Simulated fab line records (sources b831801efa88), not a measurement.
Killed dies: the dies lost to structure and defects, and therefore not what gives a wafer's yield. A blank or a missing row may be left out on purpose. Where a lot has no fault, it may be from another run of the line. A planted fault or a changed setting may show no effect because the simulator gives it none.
Which tool was responsible? | flow sky130 | 11 lots with 30 wafers sampled at 4 steps, on a route of 708 steps

WHAT EACH GAUGE READ, for each wafer
SKY_SD_N_RS_MEAS_16: uses a four-point probe to measure.
lot  | measured     | on            | SD_N_RS (ohm/sq)
L657 | day 27 20:58 | film_metro-02 | 68.39 68.50 68.59
L660 | day 29 08:20 | film_metro-01 | 68.57 68.55 68.48
L662 | day 29 19:44 | film_metro-02 | 68.48 68.47 68.61
L663 | day 30 05:50 | film_metro-02 | 68.54 68.53 68.71
L667 | day 31 11:02 | film_metro-02 | 68.48 68.44 68.45
L669 | day 32 00:53 | film_metro-02 | 68.43 68.54 68.38
L670 | day 32 06:35 | film_metro-02 | 68.63 68.64 68.69
L671 | day 32 21:49 | film_metro-02 | 68.61 68.49 68.49
L672 | day 33 03:36 | film_metro-01 | 68.69 68.70 68.75
L673 | day 33 14:05 | film_metro-01 | 67.50 67.51
L675 | day 33 17:50 | film_metro-01 | 67.62

WHICH TOOL RAN EACH LOT (tool, then ch and the chambers of the sampled wafers, then the start)
lot  | SKY_LDD_LDN_STRIP_12                 | SKY_SPACER_ETCHBACK_02             | SKY_SD_N_RTA_14
L657 | plasma_asher-02 ch 0,1, day 22 19:52 | rie_diel-01 ch 1,2,3, day 22 21:23 | rtp_anneal-02 ch 0, day 27 20:47
L660 | plasma_asher-02 ch 0,1, day 24 05:58 | rie_diel-01 ch 0,3, day 24 11:41   | rtp_anneal-01 ch 0, day 29 08:10
L662 | plasma_asher-01 ch 0,1, day 24 21:31 | rie_diel-03 ch 0,2,3, day 24 22:59 | rtp_anneal-01 ch 0, day 29 19:34
L663 | plasma_asher-03 ch 0,1, day 25 07:22 | rie_diel-01 ch 1,2,3, day 25 08:50 | rtp_anneal-02 ch 0, day 30 05:39
L667 | plasma_asher-02 ch 0,1, day 26 13:31 | rie_diel-03 ch 1,2,3, day 26 14:59 | rtp_anneal-02 ch 0, day 31 10:49
L669 | plasma_asher-03 ch 0,1, day 27 03:31 | rie_diel-02 ch 1,3, day 27 06:05   | rtp_anneal-02 ch 0, day 32 00:43
L670 | plasma_asher-03 ch 0,1, day 27 11:07 | rie_diel-03 ch 0,2, day 27 12:35   | rtp_anneal-01 ch 0, day 32 06:25
L671 | plasma_asher-03 ch 0,1, day 28 02:49 | rie_diel-01 ch 0,1,2, day 28 04:21 | rtp_anneal-02 ch 0, day 32 21:38
L672 | plasma_asher-02 ch 0,1, day 28 08:13 | rie_diel-01 ch 0,2,3, day 28 10:17 | rtp_anneal-01 ch 0, day 33 03:25
L673 | plasma_asher-03 ch 0,1, day 28 20:06 | rie_diel-03 ch 0, day 28 22:17     | rtp_anneal-02 ch 0, day 33 13:53
L675 | plasma_asher-03 ch 0, day 28 23:11   | rie_diel-02 ch 0, day 29 01:54     | rtp_anneal-02 ch 0, day 33 17:37
- SKY_LDD_LDN_STRIP_12: strips in O2/N2.
- SKY_SPACER_ETCHBACK_02: etches Si3N4 in CH3F/O2, stops on SiO2, time 46.7 s, target depth 45 nm.
- SKY_SD_N_RTA_14: time 2 s.

THE ANSWER, worked out from the rows above alone
Rule: usual is defined by the lots themselves. Put in order of their means at a reading, lots are off if they are a third of the lots or fewer, leave a main group of 4 or more, and stand apart from it by a gap of 3 or more times the standard deviation of the main group's means; of several such gaps the widest counts. A main group is skipped when, at the precision printed for the reading in the tables above, its means are all equal. A lot without any number at a reading at which 4 lots or more have one is off too. Where the step has rows for the other lots, those lots are counted as sound.
Off: L673, L675, seen at SKY_SD_N_RS_MEAS_16 (SD_N_RS). The main group has a mean of 68.55 ohm/sq with a standard deviation of 0.083.
A tool fits if, at a process step before that reading, it ran every lot that is off, and no sound lot after the first of them. Gauges at SKY_SD_N_RS_MEAS_16: tried the same way as those tools. Can't be told from this: 3 tools fit, plasma_asher-03 at SKY_LDD_LDN_STRIP_12, rtp_anneal-02 at SKY_SD_N_RTA_14, film_metro-01 at SKY_SD_N_RS_MEAS_16.

WHAT THE SIMULATOR HAD PUT IN
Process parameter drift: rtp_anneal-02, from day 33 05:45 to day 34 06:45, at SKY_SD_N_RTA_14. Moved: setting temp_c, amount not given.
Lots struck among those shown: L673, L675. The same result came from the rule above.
